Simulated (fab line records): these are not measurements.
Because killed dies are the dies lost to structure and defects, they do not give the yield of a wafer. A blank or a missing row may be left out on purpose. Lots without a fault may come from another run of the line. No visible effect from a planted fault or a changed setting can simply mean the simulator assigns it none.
fab line records -- flow sky130
record lots=6, wafers=18, last-day=50
route steps=708 shown POLY_GATE@217 LDD_N@237
lots that met no fault: from a run of the same line without faults
start-h: start of the lot's first displayed wafer, in hours after the record's first day -- wait-h: how many hours have passed since the lot's step before this one -- " the same as in the row above -- L1.1+2: a row that stands for several wafers -- - no value present, or no start provided -- * or withheld: withheld -- < > ~ a bound
route shown NAME@n: names a module that has steps shown in the file, with the first one's number in the route -- usual: mean and standard deviation over wafers with no fault -- same: alike in all rows -- chamber/n: place in a boat -- sites: the reading at each site -- _std_site: the standard deviation of these -- _edge_site: outer sites' mean less inner sites' -- radius-mm: how far each site lies from the wafer's centre -- mask NAME#n: copy n -- behind: the tool/chamber that last shaped the wafer -- hold: cause of the lot's hold/its duration in hours/its outcome -- device: the transistor (n, p or np) that didn't switch -- end of line: the tests these same wafers got at the end of their route -- for a step that has no rows: nothing shown but its recipe -- killed: not the wafer's yield, but the dies lost to structure and defects at the first sort -- map: the dies of a wafer, with x for killed, . for not killed, _ for no die there
set.NAME: the setting the step ran with; set.NAME@STEP: the setting that earlier step ran with -- model.NAME: the simulator's own value behind a step, which no gauge read
certain route steps with their lots: each step a table, each wafer a row
services: from which hour (start-h, from the record's first day; less than 0 if before it) a tool's chamber was out of use, for how many hours, and why
## steps
# step SKY_POLY_GATE_CVD_03
# recipe material=Si3N4, precursor=DCS/NH3, target-thk-nm=75, temp-c=770, time-s=1290, pressure-mtorr=250
# step SKY_POLY_GATE_THK_MEAS_04
# recipe reads=Si3N4_of_POLY_GATE_CVD_03
# usual POLY_GATE_CVD_03_THK=75.4/0.72
lot.wafer,tool,chamber,start-h,wait-h,POLY_GATE_CVD_03_THK[nm]
L828.1,film-metro-04,-,373.04,0.0,74.8
L828.2,film-metro-04,-,373.04,0.0,74.4
L828.3,film-metro-04,-,373.04,0.0,75.2
L832.1,film-metro-01,-,410.47,0.0,75.2
L832.3,film-metro-01,-,410.47,0.0,74.6
L832.4,film-metro-01,-,410.47,0.0,74.8
L840.1,film-metro-02,-,477.59,0.0,74.1
L840.5,film-metro-02,-,477.59,0.0,73.8
L840.6,film-metro-02,-,477.59,0.0,74.2
L841.1,film-metro-01,-,482.03,0.0,75.3
L841.2,film-metro-01,-,482.03,0.0,75.2
L841.4,film-metro-01,-,482.03,0.0,75.2
L844.1,film-metro-02,-,505.78,0.0,75.2
L844.4,film-metro-02,-,505.78,0.0,75.5
L844.6,film-metro-02,-,505.78,0.0,75.8
L848.1,film-metro-01,-,541.18,0.0,75.3
L848.2,film-metro-01,-,541.18,0.0,75.8
L848.6,film-metro-01,-,541.18,0.0,75.6
# step SKY_POLY_GATE_DEHYDRATE_05
# recipe temp-c=200, time-s=60
# step SKY_POLY_GATE_HMDS_06
# recipe prime-time-s=60, prime-temp-c=120
# step SKY_POLY_GATE_COAT_07
# recipe resist=BARC, temp-c=withheld, time-s=withheld, spin-rpm=3000, resist-thk-nm=110
# step SKY_POLY_GATE_COAT_08
# recipe resist=KrF-thick, spin-rpm=3000, resist-thk-nm=450
# step SKY_POLY_GATE_SOFTBAKE_09
# recipe temp-c=100, time-s=86.89, resist=KrF-thick
# step SKY_POLY_GATE_EXPOSE_10
# recipe mask-id=P1M, na=0.68, source-shape=conventional, sigma-outer=0.6, target-cd-nm=150, dose-mj=28
# step SKY_POLY_GATE_PEB_11
# recipe peb-temp-c=withheld, peb-time-s=withheld, resist=KrF-thick
# step SKY_POLY_GATE_DEVELOP_12
# recipe develop-time-s=60, resist=KrF-thick, dev-temp-c=21
# step SKY_POLY_GATE_CD_MEAS_13
# recipe target-cd-nm=150
# usual cd-nm=150.5/1.2
lot.wafer,tool,chamber,start-h,wait-h,cd-nm
L828.1,cd-sem-01,-,402.02,-,149.8
L828.2,cd-sem-01,-,402.02,-,150.4
L828.3,cd-sem-01,-,402.02,-,150.8
L832.1,cd-sem-02,-,440.36,-,149.8
L832.3,cd-sem-02,-,440.36,-,150.7
L832.4,cd-sem-02,-,440.36,-,149.2
L840.1,cd-sem-01,-,508.92,-,150.6
L840.5,cd-sem-01,-,508.92,-,149.8
L840.6,cd-sem-01,-,508.92,-,150.8
L841.1,cd-sem-02,-,513.62,-,151.6
L841.2,cd-sem-02,-,513.62,-,150.1
L841.4,cd-sem-02,-,513.62,-,151.0
L844.1,cd-sem-01,-,536.57,-,148.7
L844.4,cd-sem-01,-,536.57,-,148.6
L844.6,cd-sem-01,-,536.57,-,149.4
L848.1,cd-sem-01,-,571.00,-,148.7
L848.2,cd-sem-01,-,571.00,-,149.3
L848.6,cd-sem-01,-,571.00,-,149.2
# step SKY_POLY_GATE_OVL_MEAS_14
# usual POLY_GATE_OVL=3/5.8
lot.wafer,tool,chamber,start-h,wait-h,POLY_GATE_OVL[nm]
L828.1,overlay-01,-,402.14,0.1,-1
L828.2,overlay-01,-,402.14,0.1,-9
L828.3,overlay-01,-,402.14,0.1,0
L832.1,overlay-02,-,440.51,0.1,7
L832.3,overlay-02,-,440.51,0.1,8
L832.4,overlay-02,-,440.51,0.1,4
L840.1,overlay-02,-,509.04,0.1,-2
L840.5,overlay-02,-,509.04,0.1,-2
L840.6,overlay-02,-,509.04,0.1,4
L841.1,overlay-02,-,513.74,0.1,-2
L841.2,overlay-02,-,513.74,0.1,4
L841.4,overlay-02,-,513.74,0.1,-1
L844.1,overlay-01,-,536.69,0.1,-9
L844.4,overlay-01,-,536.69,0.1,-1
L844.6,overlay-01,-,536.69,0.1,-1
L848.1,overlay-02,-,571.12,0.1,12
L848.2,overlay-02,-,571.12,0.1,13
L848.6,overlay-02,-,571.12,0.1,11
# step SKY_POLY_GATE_ETCH_15
# recipe chemistry=N2/H2, target=BARC, ion-energy-ev=200, source-w=500, bias-w=100, pressure-mtorr=30, n2-flow-sccm=100, h2-flow-sccm=200, stop-on=SiO2, time-s=118.5, target-depth-a=1100
# usual drypump-motor-current-A=5.8/0.36, oes-product-au=0.717/0.0045, throttle-valve-pct=13.215/0.01
lot.wafer,tool,chamber,start-h,wait-h,drypump-motor-current-A,oes-product-au,rf-hours-counter-h,throttle-valve-pct,model.KrF-thick_of_POLY_GATE_COAT_08.thk-nm,model.POLY_GATE.cd-nm,model.SiO2_of_SONOS_ONO_CVD_04.thk-nm
L828.1,rie-diel-04,3,402.18,0.0,6.2,0.718,6,13.216,345.7,147.9,4.206
L828.2,rie-diel-04,1,402.18,0.0,5.6,0.716,88,13.212,346.1,148.9,4.177
L828.3,rie-diel-04,0,402.18,0.0,5.9,0.724,10,13.231,344.5,149.5,4.136
L832.1,rie-diel-01,1,440.54,0.0,5.5,0.718,37,13.206,345.9,149.9,4.578
L832.3,rie-diel-01,0,440.54,0.0,5.9,0.715,20,13.216,344.1,147.8,4.437
L832.4,rie-diel-01,3,440.54,0.0,6.0,0.726,12,13.212,347.1,151.1,4.399
L840.1,rie-diel-01,2,509.08,0.0,5.6,0.721,56,13.209,294.8,138.4,0
L840.5,rie-diel-01,1,509.08,0.0,5.5,0.719,-,13.197,346,149.4,4.159
L840.6,rie-diel-01,0,509.08,0.0,6.0,0.710,-,13.242,345.3,147.9,4.205
L841.1,rie-diel-01,2,513.78,0.0,5.6,0.724,56,13.217,293.2,139.6,0
L841.2,rie-diel-01,0,513.78,0.0,5.9,0.712,21,13.207,344.2,148.2,4.239
L841.4,rie-diel-01,1,513.78,0.0,5.5,0.711,38,13.199,343.8,151,4.291
L844.1,rie-diel-02,0,536.72,0.0,5.1,0.717,5,13.208,343.2,150.2,4.048
L844.4,rie-diel-02,3,536.72,0.0,5.5,0.721,-,13.202,344.4,146.7,4.142
L844.6,rie-diel-02,2,536.72,0.0,6.5,0.720,-,13.223,347.2,152,4.073
L848.1,rie-diel-04,2,571.16,0.0,6.0,0.723,16,13.216,342.4,149,4.105
L848.2,rie-diel-04,1,571.16,0.0,5.6,0.724,1,13.219,342.9,148.4,4.109
L848.6,rie-diel-04,1,571.16,0.0,5.6,0.719,-,13.233,341.1,147.7,4.058
# step SKY_POLY_GATE_ETCH_16
# recipe stop-on=poly-Si, chemistry=CH3F/O2, target=Si3N4, source-w=400, bias-w=80, pressure-mtorr=25, ch3f-flow-sccm=40, O2_flow_sccm=30, time-s=147.5, target-depth-a=750
# usual ch3f-flow-sccm=39.99/0.13, drypump-motor-current-A=5.8/0.36, oes-product-au=0.642/0.0046, throttle-valve-pct=10.535/0.0086
lot.wafer,tool,chamber,start-h,wait-h,ch3f-flow-sccm,drypump-motor-current-A,oes-product-au,rf-hours-counter-h,throttle-valve-pct
L828.1,rie-diel-04,3,402.26,0.0,40.11,6.2,0.634,7,10.545
L828.2,rie-diel-04,1,402.26,0.0,39.80,5.6,0.634,88,10.541
L828.3,rie-diel-04,0,402.26,0.0,40.07,5.8,0.643,11,10.528
L832.1,rie-diel-01,1,440.63,0.0,39.92,5.5,0.645,37,10.541
L832.3,rie-diel-01,0,440.63,0.0,39.96,5.9,0.637,20,10.539
L832.4,rie-diel-01,3,440.63,0.0,40.03,6.0,0.640,12,10.553
L840.1,rie-diel-01,2,509.16,0.0,39.98,5.6,0.639,56,10.540
L840.5,rie-diel-01,1,509.16,0.0,39.98,5.5,0.639,-,10.531
L840.6,rie-diel-01,0,509.16,0.0,40.04,5.9,0.630,-,10.553
L841.1,rie-diel-01,2,513.86,0.0,40.09,5.6,0.646,56,10.526
L841.2,rie-diel-01,0,513.86,0.0,40.06,5.9,0.635,21,10.539
L841.4,rie-diel-01,1,513.86,0.0,39.80,5.5,0.642,38,10.521
L844.1,rie-diel-02,0,536.80,0.0,39.98,5.1,0.645,5,10.520
L844.4,rie-diel-02,3,536.80,0.0,39.91,5.5,0.639,-,10.518
L844.6,rie-diel-02,2,536.80,0.0,40.02,6.4,0.633,-,10.529
L848.1,rie-diel-04,2,571.24,0.0,39.89,6.0,0.639,16,10.534
L848.2,rie-diel-04,1,571.24,0.0,40.14,5.6,0.647,1,10.531
L848.6,rie-diel-04,1,571.24,0.0,40.12,5.6,0.644,-,10.536
# step SKY_POLY_GATE_ETCH_17
# recipe target-depth-nm=180, stop-on=SiO2, over-etch-frac=0.56667, chemistry=HBr/Cl2, target=poly-Si, icp-w=400, bias-w=100, pressure-mtorr=10, HBr_flow_sccm=150, Cl2_flow_sccm=50, time-s=70.5
# usual HBr_flow_sccm=150.0/0.46, drypump-motor-current-A=5.9/0.55, he-backside-leak-sccm=2.69/0.19, oes-product-au=0.986/0.0084, throttle-valve-pct=33.684/0.0093
lot.wafer,tool,chamber,start-h,wait-h,HBr_flow_sccm,drypump-motor-current-A,he-backside-leak-sccm,oes-product-au,rf-hours-counter-h,throttle-valve-pct,model.KrF-thick_of_POLY_GATE_COAT_08.thk-nm,model.POLY_GATE.cd-nm
L828.1,rie-si-02,0,402.36,0.0,149.6,5.8,2.51,0.973,3,33.699,142.2,149
L828.2,rie-si-02,3,402.36,0.0,150.8,5.4,2.78,0.977,6,33.680,143.7,150.8
L828.3,rie-si-02,1,402.36,0.0,149.7,6.4,2.89,0.992,6,33.703,137.5,149.5
L832.1,rie-si-02,1,440.73,0.0,149.6,6.4,2.84,0.985,6,33.690,140.3,150.1
L832.3,rie-si-02,3,440.73,0.0,150.5,5.4,2.95,0.982,7,33.665,136.4,149.4
L832.4,rie-si-02,0,440.73,0.0,150.4,5.8,2.44,0.989,3,33.684,142.7,150.3
L840.1,rie-si-01,3,509.26,0.0,150.5,5.8,2.80,0.992,50,33.686,90.65,138.1
L840.5,rie-si-01,3,509.26,0.0,149.8,5.8,2.63,0.990,-,33.681,142.1,149.1
L840.6,rie-si-01,0,509.26,0.0,149.7,6.6,2.67,0.989,-,33.677,138.6,148.5
L841.1,rie-si-02,3,513.96,0.0,150.2,5.4,2.80,0.996,7,33.673,88.54,140.5
L841.2,rie-si-02,0,513.96,0.0,149.3,5.8,2.37,0.999,4,33.687,137.3,148.2
L841.4,rie-si-02,1,513.96,0.0,150.5,6.5,2.86,0.994,7,33.690,138.9,151
L844.1,rie-si-01,1,536.90,0.0,150.6,4.8,2.38,0.986,4,33.673,134.4,149.8
L844.4,rie-si-01,1,536.90,0.0,150.0,4.8,2.35,0.988,-,33.674,136.9,146
L844.6,rie-si-01,2,536.90,0.0,149.4,6.2,2.78,0.987,-,33.678,144.6,150.4
L848.1,rie-si-01,1,571.34,0.0,149.1,4.8,2.41,0.999,4,33.703,134.2,148.9
L848.2,rie-si-01,2,571.34,0.0,150.5,6.2,2.72,0.984,5,33.681,138.6,147.9
L848.6,rie-si-01,2,571.34,0.0,150.6,6.2,2.73,0.988,-,33.703,135.4,147.9
# step SKY_POLY_GATE_STRIP_18
# recipe chemistry=O2/N2, power-w=1400, pressure-mtorr=1500, platen-temp-c=withheld, o2-flow-sccm=3000, n2-flow-sccm=300, overash-fraction=0.5
# usual drypump-motor-current-A=5.5/0.44, oes-product-au=0.360/0.0046, strip-time-to-endpoint-s=3.16/0.035
lot.wafer,tool,chamber,start-h,wait-h,drypump-motor-current-A,oes-product-au,rf-hours-counter-h,strip-time-to-endpoint-s
L828.1,plasma-asher-04,1,402.41,0.0,5.7,0.363,54,3.19
L828.2,plasma-asher-04,0,402.41,0.0,5.1,0.366,54,3.23
L828.3,plasma-asher-04,1,402.41,0.0,5.7,0.359,-,3.14
L832.1,plasma-asher-03,1,440.78,0.0,5.1,0.360,1,3.19
L832.3,plasma-asher-03,1,440.78,0.0,5.2,0.360,-,3.12
L832.4,plasma-asher-03,0,440.78,0.0,5.6,0.363,-,3.21
L840.1,plasma-asher-03,0,509.31,0.0,5.6,0.332,8,2.62
L840.5,plasma-asher-03,0,509.31,0.0,5.6,0.363,-,3.17
L840.6,plasma-asher-03,1,509.31,0.0,5.1,0.362,-,3.16
L841.1,plasma-asher-04,0,514.01,0.0,5.0,0.336,66,2.59
L841.2,plasma-asher-04,1,514.01,0.0,5.7,0.362,66,3.13
L841.4,plasma-asher-04,0,514.01,0.0,5.0,0.357,-,3.16
L844.1,plasma-asher-04,0,536.96,0.0,5.1,0.358,68,3.11
L844.4,plasma-asher-04,0,536.96,0.0,5.1,0.363,-,3.13
L844.6,plasma-asher-04,1,536.96,0.0,5.7,0.360,-,3.22
L848.1,plasma-asher-04,1,571.40,0.0,5.6,0.351,71,3.10
L848.2,plasma-asher-04,0,571.40,0.0,5.1,0.361,71,3.15
L848.6,plasma-asher-04,1,571.40,0.0,5.7,0.360,-,3.11
# step SKY_POLY_GATE_CLEAN_19
# recipe chemistry=SC1/SC2, mix=1:4:20, temp-c=70, time-s=150, dry=n2-spin
# step SKY_POLY_GATE_OXIDATION_20
# recipe temp-c=850, ambient=O2, stabilise-s=600, purge-s=300, target-thk-a=40, ox-time-s=899
# step SKY_POLY_GATE_CD_MEAS_22
# usual cd-nm=150.3/2.1
lot.wafer,tool,chamber,start-h,wait-h,cd-nm
L828.1,cd-sem-01,-,404.00,0.1,149.1
L828.2,cd-sem-01,-,404.00,0.1,151.0
L828.3,cd-sem-01,-,404.00,0.1,149.4
L832.1,cd-sem-01,-,442.81,0.1,150.1
L832.3,cd-sem-01,-,442.81,0.1,149.5
L832.4,cd-sem-01,-,442.81,0.1,150.5
L840.1,cd-sem-02,-,511.40,0.1,138.4
L840.5,cd-sem-02,-,511.40,0.1,149.1
L840.6,cd-sem-02,-,511.40,0.1,148.1
L841.1,cd-sem-01,-,515.48,0.1,140.3
L841.2,cd-sem-01,-,515.48,0.1,148.5
L841.4,cd-sem-01,-,515.48,0.1,151.3
L844.1,cd-sem-01,-,538.93,0.1,150.0
L844.4,cd-sem-01,-,538.93,0.1,146.1
L844.6,cd-sem-01,-,538.93,0.1,150.6
L848.1,cd-sem-01,-,572.86,0.1,148.7
L848.2,cd-sem-01,-,572.86,0.1,147.9
L848.6,cd-sem-01,-,572.86,0.1,148.1
# step SKY_LDD_N_DEHYDRATE_00
# recipe temp-c=200, time-s=60
## services
tool,chamber,start-h,hours,kind
rie-diel-02,3,381.80,28.2,repair
plasma-asher-03,-,421.25,9.0,pm
rie-diel-02,2,422.07,12.1,repair
rie-si-02,1,424.82,4.7,repair
rie-diel-02,1,435.36,3.9,repair
rie-diel-04,0,436.42,13.1,repair
plasma-asher-03,-,438.06,2.0,repair
rie-diel-01,0,459.92,3.1,repair
rie-diel-04,-,466.20,4.3,pm
rie-diel-04,-,470.53,4.0,pm
rie-si-02,3,471.82,8.0,repair
rie-diel-04,0,483.98,12.5,repair
rie-diel-01,-,497.04,0.1,repair
rie-diel-04,3,499.47,7.8,repair
rie-diel-04,-,503.53,15.6,pm
rie-diel-02,-,505.47,14.6,pm
rie-diel-04,1,519.13,-,clean
rie-diel-04,1,519.13,16.8,scheduled-down
rie-diel-04,1,519.13,16.8,vent-cycle
rie-diel-02,1,534.46,19.1,repair
rie-diel-01,1,538.04,10.7,repair
rie-diel-02,0,553.19,2.7,repair
rie-si-02,3,553.57,10.8,repair
rie-diel-04,0,570.59,6.4,repair
## key
first-sign step=SKY_POLY_GATE_STRIP_18, reading=strip-time-to-endpoint-s, direction=down, sigmas=16, usual=*, struck=*
effect step=SKY_POLY_GATE_STRIP_18, reading=oes-product-au, direction=down, sigmas=5.6, usual=0.360, struck=0.334
effect step=SKY_POLY_GATE_CD_MEAS_22, reading=cd-nm, direction=down, sigmas=5.3, usual=150.3, struck=139.3
model-effect step=SKY_POLY_GATE_ETCH_15, value=KrF-thick_of_POLY_GATE_COAT_08.thk-nm, without=345.3, struck=294
model-effect step=SKY_POLY_GATE_ETCH_17, value=KrF-thick_of_POLY_GATE_COAT_08.thk-nm, without=140.9, struck=89.6
met-at SKY_POLY_GATE_ETCH_15
struck-wafers L840.1,L841.1
later-rows-left-out L840.1,L841.1
sort-left-out L840.1,L841.1
tester-left-out L840,L841
fault kind=process-parameter-drift, tool=rie-diel-01, chamber=2, onset-h=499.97, steps=SKY_POLY_GATE_ETCH_15, channel=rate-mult, offset=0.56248, shape=step, end-h=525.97
# tester-left-out: of these lots the tester's yield and bins aren't shown, on N5 and GAA mostly nor the transistor test; their killed dies are dies lost to structure and defects alone, not to doping, threshold or leakage, so they don't give the yield
# sort-left-out: the simulated sort isn't trusted on such a fault, so these wafers' sort isn't shown, and their yield isn't known
# later-rows-left-out: the simulator's readings of these wafers behind a module that went badly wrong aren't trusted and aren't shown, but for the sort
